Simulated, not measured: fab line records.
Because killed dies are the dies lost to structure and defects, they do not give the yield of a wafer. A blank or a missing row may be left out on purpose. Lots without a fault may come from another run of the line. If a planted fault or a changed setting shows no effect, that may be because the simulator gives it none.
fab line records / flow sfq-line
[record] lots = 5 wafers = 15 last-day = 94
route steps=325 shown M8@318
lots untouched by any fault: they come from a run of this same line in which no faults occurred
start-h: hours from the record's first day to the start of the lot's first wafer shown / wait-h: hours elapsed since this lot's preceding step / " same as the row above / L1.1+2: one row covering several wafers at once / - no value, or no start given / * or withheld: withheld / < > ~ a bound
route shown NAME@n: names a module that has steps shown in the file, with the first one's number in the route / usual: the fault-free wafers' mean and standard deviation / same: alike in all rows / chamber/n: place in a boat / sites: the reading at each site / _std_site: their standard deviation / _edge_site: outer sites' mean less inner sites' / radius-mm: how far each site lies from the wafer's centre / mask NAME#n: copy n / behind: the most recent tool/chamber to have shaped the wafer / hold: what put the lot on hold/how long, in hours/how the hold closed / device: transistor that didn't switch, given as n, p or np / end of line: tests of these same wafers at the route's end / a step with no rows: only its recipe / killed: not the wafer's yield, but the dies lost to structure and defects at the first sort / map: dies across one wafer; x = killed, . = not, _ = none there
set.NAME: the setting that was run; set.NAME@STEP: the one run at that earlier step / model.NAME: the simulator's own value behind a step, which no gauge read
lots at some steps of the route; a table a step, a row a wafer
services: the hour from which a tool's chamber was out of use, counted from the record's first day as start-h (under 0 if before that day), plus the number of hours and why
[[steps]]
[step SFQ_M8_OVL_MEAS_948]
[usual] M8_OVL = 1/3.9
lot.wafer=L075.3 tool=overlay-01 chamber=- start-h=2045.72 wait-h=0.1 M8_OVL[nm]=2
lot.wafer=L075.4 tool=overlay-01 chamber=- start-h=2045.72 wait-h=0.1 M8_OVL[nm]=-4
lot.wafer=L075.5 tool=overlay-01 chamber=- start-h=2045.72 wait-h=0.1 M8_OVL[nm]=-3
lot.wafer=L080.1 tool=overlay-02 chamber=- start-h=2057.96 wait-h=0.1 M8_OVL[nm]=12
lot.wafer=L080.5 tool=overlay-02 chamber=- start-h=2057.96 wait-h=0.1 M8_OVL[nm]=9
lot.wafer=L080.6 tool=overlay-02 chamber=- start-h=2057.96 wait-h=0.1 M8_OVL[nm]=4
lot.wafer=L092.3 tool=overlay-01 chamber=- start-h=2187.11 wait-h=0.1 M8_OVL[nm]=-2
lot.wafer=L092.4 tool=overlay-01 chamber=- start-h=2187.11 wait-h=0.1 M8_OVL[nm]=-8
lot.wafer=L092.5 tool=overlay-01 chamber=- start-h=2187.11 wait-h=0.1 M8_OVL[nm]=0
lot.wafer=L094.1 tool=overlay-01 chamber=- start-h=2248.42 wait-h=0.1 M8_OVL[nm]=1
lot.wafer=L094.4 tool=overlay-01 chamber=- start-h=2248.42 wait-h=0.1 M8_OVL[nm]=1
lot.wafer=L094.6 tool=overlay-01 chamber=- start-h=2248.42 wait-h=0.1 M8_OVL[nm]=-2
lot.wafer=L095.1 tool=overlay-01 chamber=- start-h=2250.82 wait-h=0.1 M8_OVL[nm]=0
lot.wafer=L095.3 tool=overlay-01 chamber=- start-h=2250.82 wait-h=0.1 M8_OVL[nm]=-1
lot.wafer=L095.5 tool=overlay-01 chamber=- start-h=2250.82 wait-h=0.1 M8_OVL[nm]=-2
[step SFQ_TRILAYER_M8_DEP_EVAP_197]
[recipe] material = Ti angular-spread-deg = 1 target-thk-nm = 20 time-s = 100 power-w = 2000
lot.wafer=L075.3+4+5 tool=pvd-sputter-01 chamber=- start-h=2045.75 wait-h=0.0
lot.wafer=L080.1+5+6 tool=pvd-sputter-02 chamber=- start-h=2058.00 wait-h=0.0
lot.wafer=L092.3+4+5 tool=pvd-sputter-02 chamber=- start-h=2187.13 wait-h=0.0
lot.wafer=L094.1+4+6 tool=pvd-sputter-02 chamber=- start-h=2248.45 wait-h=0.0
lot.wafer=L095.1+3+5 tool=pvd-sputter-01 chamber=- start-h=2250.85 wait-h=0.0
[step SFQ_TRILAYER_M8_DEP_EVAP_198]
[recipe] material = Pt angular-spread-deg = 1 target-thk-nm = 50 time-s = 250 power-w = 2000
lot.wafer=L075.3+4+5 tool=pvd-sputter-01 chamber=- start-h=2045.82 wait-h=0.0
lot.wafer=L080.1+5+6 tool=pvd-sputter-02 chamber=- start-h=2058.07 wait-h=0.0
lot.wafer=L092.3+4+5 tool=pvd-sputter-02 chamber=- start-h=2187.20 wait-h=0.0
lot.wafer=L094.1+4+6 tool=pvd-sputter-02 chamber=- start-h=2248.53 wait-h=0.0
lot.wafer=L095.1+3+5 tool=pvd-sputter-01 chamber=- start-h=2250.93 wait-h=0.0
[step SFQ_TRILAYER_M8_DEP_EVAP_196]
[recipe] material = Au angular-spread-deg = 1 target-thk-nm = 180 time-s = 900 power-w = 2000
lot.wafer=L075.3+4+5 tool=pvd-sputter-01 chamber=- start-h=2045.97 wait-h=0.1
lot.wafer=L080.1+5+6 tool=pvd-sputter-02 chamber=- start-h=2058.22 wait-h=0.1
lot.wafer=L092.3+4+5 tool=pvd-sputter-02 chamber=- start-h=2187.36 wait-h=0.1
lot.wafer=L094.1+4+6 tool=pvd-sputter-02 chamber=- start-h=2248.68 wait-h=0.1
lot.wafer=L095.1+3+5 tool=pvd-sputter-01 chamber=- start-h=2251.08 wait-h=0.1
[step SFQ_M8_RS_MEAS_949]
[recipe] thk-meas-gauge = four-point-probe reads = Au_of_TRILAYER_M8_DEP_EVAP_196+Pt_of_TRILAYER_M8_DEP_EVAP_198+Ti_of_TRILAYER_M8_DEP_EVAP_197
[usual] M8_AU_RS = 0.1530/0.0017
lot.wafer=L075.3 tool=film-metro-01 chamber=- start-h=2046.53 wait-h=0.3 M8_AU_RS[ohm/sq]=0.1517
lot.wafer=L075.4 tool=film-metro-01 chamber=- start-h=2046.53 wait-h=0.3 M8_AU_RS[ohm/sq]=0.1538
lot.wafer=L075.5 tool=film-metro-01 chamber=- start-h=2046.53 wait-h=0.3 M8_AU_RS[ohm/sq]=0.1542
lot.wafer=L080.1 tool=film-metro-01 chamber=- start-h=2058.74 wait-h=0.3 M8_AU_RS[ohm/sq]=0.1524
lot.wafer=L080.5 tool=film-metro-01 chamber=- start-h=2058.74 wait-h=0.3 M8_AU_RS[ohm/sq]=0.1523
lot.wafer=L080.6 tool=film-metro-01 chamber=- start-h=2058.74 wait-h=0.3 M8_AU_RS[ohm/sq]=0.1536
lot.wafer=L092.3 tool=film-metro-03 chamber=- start-h=2187.91 wait-h=0.3 M8_AU_RS[ohm/sq]=0.1545
lot.wafer=L092.4 tool=film-metro-03 chamber=- start-h=2187.91 wait-h=0.3 M8_AU_RS[ohm/sq]=0.1557
lot.wafer=L092.5 tool=film-metro-03 chamber=- start-h=2187.91 wait-h=0.3 M8_AU_RS[ohm/sq]=0.1546
lot.wafer=L094.1 tool=film-metro-03 chamber=- start-h=2249.20 wait-h=0.3 M8_AU_RS[ohm/sq]=0.1479
lot.wafer=L094.4 tool=film-metro-03 chamber=- start-h=2249.20 wait-h=0.3 M8_AU_RS[ohm/sq]=0.1505
lot.wafer=L094.6 tool=film-metro-03 chamber=- start-h=2249.20 wait-h=0.3 M8_AU_RS[ohm/sq]=0.1494
lot.wafer=L095.1 tool=film-metro-01 chamber=- start-h=2251.60 wait-h=0.3 M8_AU_RS[ohm/sq]=0.1532
lot.wafer=L095.3 tool=film-metro-01 chamber=- start-h=2251.60 wait-h=0.3 M8_AU_RS[ohm/sq]=0.1515
lot.wafer=L095.5 tool=film-metro-01 chamber=- start-h=2251.60 wait-h=0.3 M8_AU_RS[ohm/sq]=0.1521
[step SFQ_M8_THK_MEAS_950]
[recipe] thk-meas-gauge = xrf reads = Au_of_TRILAYER_M8_DEP_EVAP_196
[usual] M8_AU_THK = 181.8/2.3
lot.wafer=L075.3 tool=film-metro-01 chamber=- start-h=2046.63 wait-h=0.1 M8_AU_THK[nm]=183.2
lot.wafer=L075.4 tool=film-metro-01 chamber=- start-h=2046.63 wait-h=0.1 M8_AU_THK[nm]=181.5
lot.wafer=L075.5 tool=film-metro-01 chamber=- start-h=2046.63 wait-h=0.1 M8_AU_THK[nm]=180.3
lot.wafer=L080.1 tool=film-metro-01 chamber=- start-h=2058.86 wait-h=0.1 M8_AU_THK[nm]=183.1
lot.wafer=L080.5 tool=film-metro-01 chamber=- start-h=2058.86 wait-h=0.1 M8_AU_THK[nm]=182.8
lot.wafer=L080.6 tool=film-metro-01 chamber=- start-h=2058.86 wait-h=0.1 M8_AU_THK[nm]=180.3
lot.wafer=L092.3 tool=film-metro-03 chamber=- start-h=2188.01 wait-h=0.1 M8_AU_THK[nm]=179.2
lot.wafer=L092.4 tool=film-metro-03 chamber=- start-h=2188.01 wait-h=0.1 M8_AU_THK[nm]=177.0
lot.wafer=L092.5 tool=film-metro-03 chamber=- start-h=2188.01 wait-h=0.1 M8_AU_THK[nm]=177.7
lot.wafer=L094.1 tool=film-metro-03 chamber=- start-h=2249.32 wait-h=0.1 M8_AU_THK[nm]=189.3
lot.wafer=L094.4 tool=film-metro-03 chamber=- start-h=2249.32 wait-h=0.1 M8_AU_THK[nm]=186.1
lot.wafer=L094.6 tool=film-metro-03 chamber=- start-h=2249.32 wait-h=0.1 M8_AU_THK[nm]=186.6
lot.wafer=L095.1 tool=film-metro-01 chamber=- start-h=2251.72 wait-h=0.1 M8_AU_THK[nm]=179.7
lot.wafer=L095.3 tool=film-metro-01 chamber=- start-h=2251.72 wait-h=0.1 M8_AU_THK[nm]=182.0
lot.wafer=L095.5 tool=film-metro-01 chamber=- start-h=2251.72 wait-h=0.1 M8_AU_THK[nm]=182.3
[step SFQ_TRILAYER_M8_LIFTOFF_LIFTOFF_197]
[recipe] temp-c = 80 time-s = 600 chemistry = NMP
lot.wafer=L075.3+4+5 tool=wet-bench-02 chamber=2,4,3 start-h=2046.67 wait-h=0.0
lot.wafer=L080.1+5+6 tool=wet-bench-02 chamber=5,0,3 start-h=2058.92 wait-h=0.1
lot.wafer=L092.3+4+5 tool=wet-bench-03 chamber=1,3,0 start-h=2188.05 wait-h=0.0
lot.wafer=L094.1+4+6 tool=wet-bench-04 chamber=4,5,2 start-h=2249.38 wait-h=0.1
lot.wafer=L095.1+3+5 tool=wet-bench-03 chamber=3,0,7 start-h=2251.78 wait-h=0.1
[step SFQ_M8_BOW_MEAS_951]
[recipe] mode = bow
[usual] M8_BOW = 9/11
lot.wafer=L075.3 tool=film-metro-03 chamber=- start-h=2046.88 wait-h=0.0 M8_BOW[um]=-8
lot.wafer=L075.4 tool=film-metro-03 chamber=- start-h=2046.88 wait-h=0.0 M8_BOW[um]=11
lot.wafer=L075.5 tool=film-metro-03 chamber=- start-h=2046.88 wait-h=0.0 M8_BOW[um]=13
lot.wafer=L080.1 tool=film-metro-03 chamber=- start-h=2059.09 wait-h=0.0 M8_BOW[um]=4
lot.wafer=L080.5 tool=film-metro-03 chamber=- start-h=2059.09 wait-h=0.0 M8_BOW[um]=5
lot.wafer=L080.6 tool=film-metro-03 chamber=- start-h=2059.09 wait-h=0.0 M8_BOW[um]=14
lot.wafer=L092.3 tool=film-metro-04 chamber=- start-h=2188.27 wait-h=0.0 M8_BOW[um]=30
lot.wafer=L092.4 tool=film-metro-04 chamber=- start-h=2188.27 wait-h=0.0 M8_BOW[um]=11
lot.wafer=L092.5 tool=film-metro-04 chamber=- start-h=2188.27 wait-h=0.0 M8_BOW[um]=18
lot.wafer=L094.1 tool=film-metro-04 chamber=- start-h=2249.55 wait-h=0.0 M8_BOW[um]=15
lot.wafer=L094.4 tool=film-metro-04 chamber=- start-h=2249.55 wait-h=0.0 M8_BOW[um]=24
lot.wafer=L094.6 tool=film-metro-04 chamber=- start-h=2249.55 wait-h=0.0 M8_BOW[um]=16
lot.wafer=L095.1 tool=film-metro-04 chamber=- start-h=2251.95 wait-h=0.0 M8_BOW[um]=-13
lot.wafer=L095.3 tool=film-metro-04 chamber=- start-h=2251.95 wait-h=0.0 M8_BOW[um]=1
lot.wafer=L095.5 tool=film-metro-04 chamber=- start-h=2251.95 wait-h=0.0 M8_BOW[um]=15
[[services]]
tool=pvd-sputter-01 chamber=2 start-h=2047.81 hours=- kind=consumable-replace:kit
tool=pvd-sputter-01 chamber=2 start-h=2047.81 hours=18.0 kind=scheduled-down
tool=pvd-sputter-01 chamber=2 start-h=2047.81 hours=18.0 kind=vent-cycle
tool=pvd-sputter-02 chamber=- start-h=2084.98 hours=48.8 kind=repair
tool=pvd-sputter-02 chamber=- start-h=2099.57 hours=1.3 kind=repair
tool=wet-bench-03 chamber=- start-h=2123.26 hours=2.6 kind=repair
tool=pvd-sputter-02 chamber=- start-h=2155.89 hours=2.0 kind=repair
tool=pvd-sputter-01 chamber=- start-h=2161.23 hours=1.2 kind=repair
tool=pvd-sputter-01 chamber=- start-h=2173.76 hours=1.1 kind=repair
tool=wet-bench-04 chamber=- start-h=2196.41 hours=1.9 kind=pm
[[key]]
fault none
